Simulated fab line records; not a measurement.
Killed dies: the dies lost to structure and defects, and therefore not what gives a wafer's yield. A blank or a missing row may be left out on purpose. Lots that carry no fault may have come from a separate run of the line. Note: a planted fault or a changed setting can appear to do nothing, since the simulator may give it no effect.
A struck lot beside a sound one | flow sfq-line | 25 steps out of a route of 325
Sound: the wafers L331.1, L331.4, L331.5. Struck: wafer L342.3 (L342.1, L342.2, from the same lot, were not struck and are left out); the cause is given at the end.
For every step that has rows: the tool of each side, followed by ch and its chambers, followed by its first start. Under that, the readings that differ: sound wafers | struck wafers | difference of the means | sigmas: that difference in standard deviations of wafers without a fault.
alike: same words and numbers on both sides, and readings whose means sit less than 2 such deviations apart. not compared: any withheld reading, any reading some wafer has no value for, any bound like >300 that may hide the same value, and any number with overlapping values for which the record gives no deviation.
The two part at a step that has a row with sigmas, a row that says differs or no value, or rows on one side only. Numbers that have no deviation but don't overlap get no sigmas and don't part them. A reading that every wafer of one side lacks parts them only if that side has two wafers or more.

first, 6 steps without rows for these wafers: SFQ_TRILAYER_M7_LITHO_COAT_182 (resist thk 62 nm); SFQ_TRILAYER_M7_LITHO_COAT_177 (resist thk 600 nm); SFQ_TRILAYER_M7_LITHO_SOFTBAKE_181; SFQ_TRILAYER_M7_LITHO_EXPOSE_178 (exposes mask M7, target cd 500 nm); SFQ_TRILAYER_M7_LITHO_PEB_180 (peb time 60 s); SFQ_TRILAYER_M7_LITHO_DEVELOP_179 (time 60 s).
SFQ_M7_OVL_MEAS_945:
  struck on overlay-01, day 77 19:23; sound on overlay-01, day 69 22:58
  alike: M7_OVL
SFQ_TRILAYER_M7_BARC_OPEN_METAL_ETCH_229: etches BARC in O2, target depth 125 nm, time 41.7 s.
  sound on rie-metal-01 ch 0,1, day 69 23:01; struck on rie-metal-02 ch 0, day 77 19:25
  reading               | sound             | struck | difference | sigmas
  oes-product-au (a.u.) | 0.683 0.684 0.697 | 0.678  | -0.010     | -2
  alike: drypump-motor-current-A, he-backside-leak-sccm
  not compared: rf-hours-counter-h
SFQ_TRILAYER_M7_ETCH_METAL_ETCH_180: etches Nb in Cl2/Ar, stops on SiO2, target depth 240 nm, time 120 s.
  sound on rie-metal-01 ch 0,1, day 69 23:04; struck on rie-metal-02 ch 0, day 77 19:28
  alike: drypump-motor-current-A, he-backside-leak-sccm, oes-product-au
  not compared: rf-hours-counter-h
SFQ_TRILAYER_M7_STRIP_STRIP_181: strips in O2.
  sound on rie-metal-01 ch 0,1, day 69 23:11; struck on rie-metal-02 ch 0, day 77 19:36
  alike: drypump-motor-current-A, he-backside-leak-sccm, oes-product-au
  not compared: rf-hours-counter-h
then, 1 step without rows for these wafers: SFQ_TRILAYER_M7_STRIP_SOLV_CLEAN_182 (cleans in NMP, time 600 s).
SFQ_TRILAYER_I7_DEP_PECVD_183: deposits SiO2 from SiH4/N2O, time 111.11 s, target thk 500 nm.
  sound on pecvd-01 ch 0,1,2, day 69 23:58; struck on pecvd-01 ch 2, day 77 20:22
  alike: heater-power-w, throttle-valve-pct
SFQ_TRILAYER_I7_CMP_CMP_184: polishes SiO2.
  sound on cmp-01 ch 1,2,3, day 70 00:14; struck on cmp-01 ch 1, day 77 21:27
  reading                                             | sound           | struck | difference | sigmas
  time-to-endpoint-s (s)                              | 207 223 225     | 177    | -41        | -5
  model.SiO2_of_TRILAYER_I7_DEP_PECVD_183.thk-nm (nm) | 199.8 201 201.1 | 249.8  | +49.2      |
  alike: motor-current-A
SFQ_I7_BOW_MEAS_946:
  struck on film-metro-03, day 77 23:27; sound on film-metro-04, day 70 03:14
  alike: I7_BOW
SFQ_TRILAYER_I7_METRO_MEASURE_185:
  struck on film-metro-03, day 77 23:34; sound on film-metro-04, day 70 03:21
  reading     | sound             | struck | difference | sigmas
  thk-nm (nm) | 200.0 201.0 201.2 | 249.9  | +49.2      | +35
then, 6 steps without rows for these wafers: SFQ_TRILAYER_I7_VIA_LITHO_COAT_192 (resist thk 62 nm); SFQ_TRILAYER_I7_VIA_LITHO_COAT_187 (resist thk 650 nm); SFQ_TRILAYER_I7_VIA_LITHO_SOFTBAKE_191; SFQ_TRILAYER_I7_VIA_LITHO_EXPOSE_188 (exposes mask I7, target cd 1000 nm); SFQ_TRILAYER_I7_VIA_LITHO_PEB_190 (peb time 60 s); SFQ_TRILAYER_I7_VIA_LITHO_DEVELOP_189 (time 60 s).
SFQ_I7_OVL_MEAS_947:
  struck on overlay-02, day 78 04:28; sound on overlay-02, day 72 16:57
  alike: I7_OVL
then, 1 step without rows for these wafers: SFQ_TRILAYER_I7_VIA_BARC_OPEN_VIA_ETCH_260 (etches BARC in O2, target depth 125 nm, time 41.7 s).
SFQ_TRILAYER_I7_VIA_ETCH_VIA_ETCH_190: etches SiO2 in CHF3, stops on Nb, target depth 260 nm.
  sound on rie-diel-03 ch 1,3, day 72 17:02; struck on rie-diel-01 ch 1, day 78 04:32
  reading                        | sound             | struck | difference | sigmas
  oes-product-au (a.u.)          | 0.851 0.861 0.857 | 0.973  | +0.117     | +22
  model.I7.feature-depth-nm (nm) | 199.8 201 201.1   | 249.8  | +49.2      |
  model.etch.depth-nm (nm)       | 199.8 201 201.1   | 249.8  | +49.2      |
  alike: drypump-motor-current-A
SFQ_TRILAYER_I7_VIA_STRIP_STRIP_191: strips in O2.
  sound on rie-metal-02 ch 0,1, day 72 17:08; struck on rie-metal-04 ch 1, day 78 04:39
  reading                     | sound       | struck | difference | sigmas
  drypump-motor-current-A (A) | 6.3 6.3 6.5 | 4.8    | -1.6       | -2
  alike: he-backside-leak-sccm, oes-product-au
  not compared: rf-hours-counter-h

## WHERE THEY PART
Last at SFQ_TRILAYER_I7_VIA_STRIP_STRIP_191 as far as this record goes, first at SFQ_TRILAYER_M7_BARC_OPEN_METAL_ETCH_229.

WHY: the cause the simulator had injected
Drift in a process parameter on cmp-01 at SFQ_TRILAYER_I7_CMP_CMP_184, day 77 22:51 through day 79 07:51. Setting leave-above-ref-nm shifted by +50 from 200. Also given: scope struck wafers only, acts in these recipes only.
